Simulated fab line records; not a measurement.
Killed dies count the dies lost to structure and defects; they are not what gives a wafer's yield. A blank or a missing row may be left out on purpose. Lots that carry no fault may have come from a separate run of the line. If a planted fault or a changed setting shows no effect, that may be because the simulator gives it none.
fab line records | flow sky130
[record] lots = 7 wafers = 21 lastDay = 50
route steps=708 shown SONOS_ONO@186 GATE_OXIDE@187
lots that met no fault: from a run of the same line without faults
startH: start of the lot's first displayed wafer, in hours after the record's first day | waitH: hours elapsed since this lot's preceding step | " unchanged from the row above | L1.1+2: several wafers, shown together as one row | - either no value or no given start | * or withheld: withheld | < > ~ a bound
route shown NAME@n: NAME is a module with steps in the file, n the number in the route of the first one | usual: the fault-free wafers' mean and standard deviation | same: alike in all rows | chamber/n: place in a boat | sites: readings site by site | _std_site: their standard deviation | _edge_site: outer sites' mean less inner sites' | radiusMm: how far each site lies from the wafer's centre | mask NAME#n: copy n | behind: the tool/chamber that last shaped the wafer | hold: cause of the lot's hold/its duration in hours/its outcome | device: the transistor (n, p or np) that didn't switch | end of line: the tests these same wafers got at the end of their route | a step given without rows: its recipe and nothing more | killed: count of dies lost to structure and defects at first sort (not the wafer's yield) | map: a wafer's dies, marking killed ones x, the rest . and places with no die _
set.NAME: the run value of the setting; set.NAME@STEP: its run value at that earlier step | model.NAME: the simulator's own value behind a step, which no gauge read
lots at some steps of the route; a table a step, a row a wafer
services: from which hour (startH, from the record's first day; less than 0 if before it) a tool's chamber was out of use, for how many hours, and why
[[steps]]
[step SKY_SONOS_ONO_WET_ETCH_18]
[recipe] chemistry = H3PO4 targetDepthNm = 15 target = Si3N4 tempC = 160 timeS = 166.1
[step SKY_GATE_OXIDE_CLEAN_00]
[recipe] chemistry = SC1/SC2 mix = 1:4:20 tempC = 70 timeS = 150 dry = n2Spin
[step SKY_GATE_OXIDE_OXIDATION_01]
[recipe] tempC = 892.9 ambient = O2 stabiliseS = 600 purgeS = 300 targetThkA = 102.68 oxTimeS = 1473
[step SKY_GATE_OXIDE_THK_MEAS_02]
[recipe] reads = SiO2_of_GATE_OXIDE_OXIDATION_01
[usual] GATE_OXIDE_OXIDATION_00_THK = 9.51/0.19
// columns lot.wafer tool chamber startH waitH GATE_OXIDE_OXIDATION_00_THK[nm]
L506.1 filmMetro-04 - 280.55 0.0 9.88
L506.4 " - " " 9.69
L506.5 " - " " 9.75
L507.2 filmMetro-02 - 288.66 0.0 9.64
L507.5 " - " " 9.76
L507.6 " - " " 9.65
L520.2 filmMetro-04 - 394.57 0.0 9.42
L520.4 " - " " 9.59
L520.5 " - " " 9.51
L521.1 filmMetro-04 - 400.13 0.0 9.43
L521.2 " - " " 9.57
L521.5 " - " " 9.49
L522.1 filmMetro-03 - 408.34 0.0 9.66
L522.4 " - " " 9.66
L522.5 " - " " 9.56
L526.3 filmMetro-02 - 449.48 0.0 9.40
L526.4 " - " " 9.35
L526.5 " - " " 9.42
L529.1 filmMetro-04 - 471.47 0.0 9.18
L529.5 " - " " 9.27
L529.6 " - " " 9.22
[step SKY_GATE_OXIDE_DEHYDRATE_03]
[recipe] tempC = 200 timeS = 60
[step SKY_GATE_OXIDE_HMDS_04]
[recipe] primeTimeS = 60 primeTempC = 120
[step SKY_GATE_OXIDE_COAT_05]
[recipe] resist = NOVOLAK spinRpm = 3000 resistThkNm = 1140
[step SKY_GATE_OXIDE_SOFTBAKE_06]
[recipe] tempC = 90 timeS = 60 resist = NOVOLAK
[step SKY_GATE_OXIDE_EXPOSE_07]
[recipe] maskId = LVOM na = 0.6 sourceShape = conventional sigmaOuter = 0.6 polarization = unpolarized targetCdNm = 600 doseMj = 170
[step SKY_GATE_OXIDE_PEB_08]
[recipe] tempC = withheld timeS = * resist = NOVOLAK
[step SKY_GATE_OXIDE_DEVELOP_09]
[recipe] resist = NOVOLAK developer = TMAH developTimeS = 60 devTempC = 23
[step SKY_GATE_OXIDE_OVL_MEAS_10]
[usual] GATE_OXIDE_OVL = -1.0/1.3
// columns lot.wafer tool chamber startH waitH GATE_OXIDE_OVL[nm]
L506.1 overlay-02 - 305.73 0.1 -4.5
L506.4 " - " " -1.4
L506.5 " - " " -3.0
L507.2 overlay-01 - 314.49 0.1 -0.4
L507.5 " - " " 0.5
L507.6 " - " " -0.7
L520.2 overlay-02 - 423.59 0.1 1.0
L520.4 " - " " 0.6
L520.5 " - " " 0.5
L521.1 overlay-01 - 429.89 0.1 -3.5
L521.2 " - " " -2.9
L521.5 " - " " -1.5
L522.1 overlay-02 - 438.13 0.1 -0.7
L522.4 " - " " 0.5
L522.5 " - " " -0.4
L526.3 overlay-01 - 480.14 0.1 -0.1
L526.4 " - " " 0.0
L526.5 " - " " 1.0
L529.1 overlay-01 - 502.04 0.1 0.3
L529.5 " - " " -0.9
L529.6 " - " " -2.7
[step SKY_GATE_OXIDE_IMPLANT_11]
[recipe] species = B energyKev = 10 doseCm2 = 2.6e+12 tiltDeg = withheld
[usual] beamEnergyKeV = 10.000/0.0032 beamOnS = 9.99/0.2
// columns lot.wafer tool chamber startH waitH beamEnergyKeV beamOnS
L506.1 implanter-02 0 305.77 0.0 9.996 9.74
L506.4 " 0 " " 9.998 10.02
L506.5 " 0 " " 10.002 9.68
L507.2 implanter-01 0 314.55 0.0 10.001 9.74
L507.5 " 0 " " 9.997 10.12
L507.6 " 0 " " 10.003 9.83
L520.2 implanter-01 - 423.64 0.0 - -
L520.4 " - " " - -
L520.5 " - " " - -
L521.1 implanter-01 - 429.92 0.0 - -
L521.2 " - " " - -
L521.5 " - " " - -
L522.1 implanter-01 - 438.17 0.0 - -
L522.4 " - " " - -
L522.5 " - " " - -
L526.3 implanter-01 0 480.22 0.1 10.001 9.82
L526.4 " 0 " " 10.001 10.03
L526.5 " 0 " " 10.004 9.91
L529.1 implanter-01 0 502.07 0.0 10.004 10.00
L529.5 " 0 " " 10.002 10.28
L529.6 " 0 " " 10.001 9.98
[step SKY_GATE_OXIDE_WET_ETCH_12]
[recipe] chemistry = dHF targetDepthNm = 16.8 dry = n2Spin target = SiO2 dilution = 100:1 tempC = 25 timeS = 336
[step SKY_GATE_OXIDE_STRIP_13]
[recipe] chemistry = O2/N2 powerW = 1400 pressureMtorr = 1500 platenTempC = withheld o2FlowSccm = 3000 n2FlowSccm = 300 overashFraction = 0.5
[usual] drypumpMotorCurrentA = 5.6/0.77 oesProductAu = 0.716/0.0044 stripTimeToEndpointS = 14.20/0.036
[same] overashFraction = 0.5
// columns lot.wafer tool chamber startH waitH drypumpMotorCurrentA oesProductAu rfHoursCounterH stripTimeToEndpointS
L506.1 plasmaAsher-04 1 306.03 0.0 4.7 0.714 59 14.16
L506.4 " 0 " " 6.7 0.723 - 14.16
L506.5 " 0 " " 6.7 0.716 - 14.18
L507.2 plasmaAsher-02 0 314.78 0.0 5.1 0.716 49 14.18
L507.5 " 1 " " 5.9 0.714 - 14.13
L507.6 " 0 " " 5.1 0.715 - 14.17
L520.2 plasmaAsher-04 1 423.87 0.0 4.7 0.715 71 14.22
L520.4 " 1 " " 4.7 0.712 - 14.27
L520.5 " 0 " " 6.7 0.722 - 14.24
L521.1 plasmaAsher-02 1 430.18 0.0 5.9 0.710 60 14.20
L521.2 " 0 " " 5.2 0.719 60 14.21
L521.5 " 0 " " 5.1 0.718 - 14.15
L522.1 plasmaAsher-02 0 438.42 0.0 5.1 0.713 61 14.25
L522.4 " 0 " " 5.1 0.721 - 14.25
L522.5 " 0 " " 5.2 0.712 - 14.24
L526.3 plasmaAsher-04 0 480.45 0.0 6.7 0.722 - 14.25
L526.4 " 1 " " 4.6 0.716 - 14.18
L526.5 " 1 " " 4.7 0.718 - 14.21
L529.1 plasmaAsher-04 0 502.32 0.0 6.7 0.717 79 14.20
L529.5 " 0 " " 6.7 0.716 - 14.16
L529.6 " 1 " " 4.7 0.715 - 14.20
[step SKY_GATE_OXIDE_TW_MEAS_14]
[usual] GATE_OXIDE_TW = 224.5/2.7
// columns lot.wafer tool chamber startH waitH GATE_OXIDE_TW
L506.1 filmMetro-02 - 306.13 0.1 222.2
L506.4 " - " " 222.9
L506.5 " - " " 223.2
L507.2 filmMetro-02 - 314.89 0.1 224.2
L507.5 " - " " 223.5
L507.6 " - " " 225.1
L520.2 filmMetro-04 - 423.98 0.1 29.5
L520.4 " - " " 29.6
L520.5 " - " " 29.6
L521.1 filmMetro-03 - 430.28 0.1 30.5
L521.2 " - " " 30.6
L521.5 " - " " 30.5
L522.1 filmMetro-02 - 438.52 0.1 29.9
L522.4 " - " " 30.1
L522.5 " - " " 30.2
L526.3 filmMetro-02 - 480.54 0.1 223.3
L526.4 " - " " 223.1
L526.5 " - " " 222.2
L529.1 filmMetro-02 - 502.42 0.1 224.6
L529.5 " - " " 222.4
L529.6 " - " " 223.3
[step SKY_GATE_OXIDE_CLEAN_15]
[recipe] chemistry = SC1/SC2 mix = 1:4:20 tempC = 70 timeS = 150 dry = n2Spin
[[services]]
// columns tool chamber startH hours kind
plasmaAsher-04 - 303.73 0.5 repair
implanter-01 - 318.29 5.6 repair
implanter-02 - 322.64 3.0 repair
implanter-02 - 415.26 4.2 pm
implanter-02 - 429.72 6.3 repair
implanter-02 - 431.14 1.3 repair
plasmaAsher-04 - 434.39 3.2 repair
plasmaAsher-02 - 439.91 0.7 repair
implanter-02 - 463.64 3.2 repair
plasmaAsher-02 - 494.49 1.0 repair
implanter-01 - 498.74 1.0 repair
[[key]]
[firstSign] step = SKY_GATE_OXIDE_IMPLANT_11 reading = toolRecord direction = missing
[effect] step = SKY_GATE_OXIDE_TW_MEAS_14 reading = GATE_OXIDE_TW direction = down sigmas = 72 usual = 224.5 struck = 30.1
metAt SKY_GATE_OXIDE_IMPLANT_11
struckWafers L520.2,L520.4,L520.5,L521.1,L521.2,L521.5,L522.1,L522.4,L522.5
laterRowsLeftOut L520.2,L520.4,L520.5,L521.1,L521.2,L521.5,L522.1,L522.4,L522.5
sortLeftOut L520.2,L520.4,L520.5,L521.1,L521.2,L521.5,L522.1,L522.4,L522.5
testerLeftOut L520,L521,L522
onsetBetween 314.55 423.64
[fault] kind = skippedStepWhole tool = implanter-01 chamber = - onsetH = 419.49 steps = SKY_GATE_OXIDE_IMPLANT_11 scope = struckLotsOnly
// testerLeftOut: of these lots the tester's yield and bins aren't shown, on N5 and GAA mostly nor the transistor test; their killed dies are dies lost to structure and defects alone, not to doping, threshold or leakage, so they don't give the yield
// sortLeftOut: the simulated sort isn't trusted on such a fault, so these wafers' sort isn't shown, and their yield isn't known
// laterRowsLeftOut: the simulator's readings of these wafers behind a module that went badly wrong aren't trusted and aren't shown, but for the sort
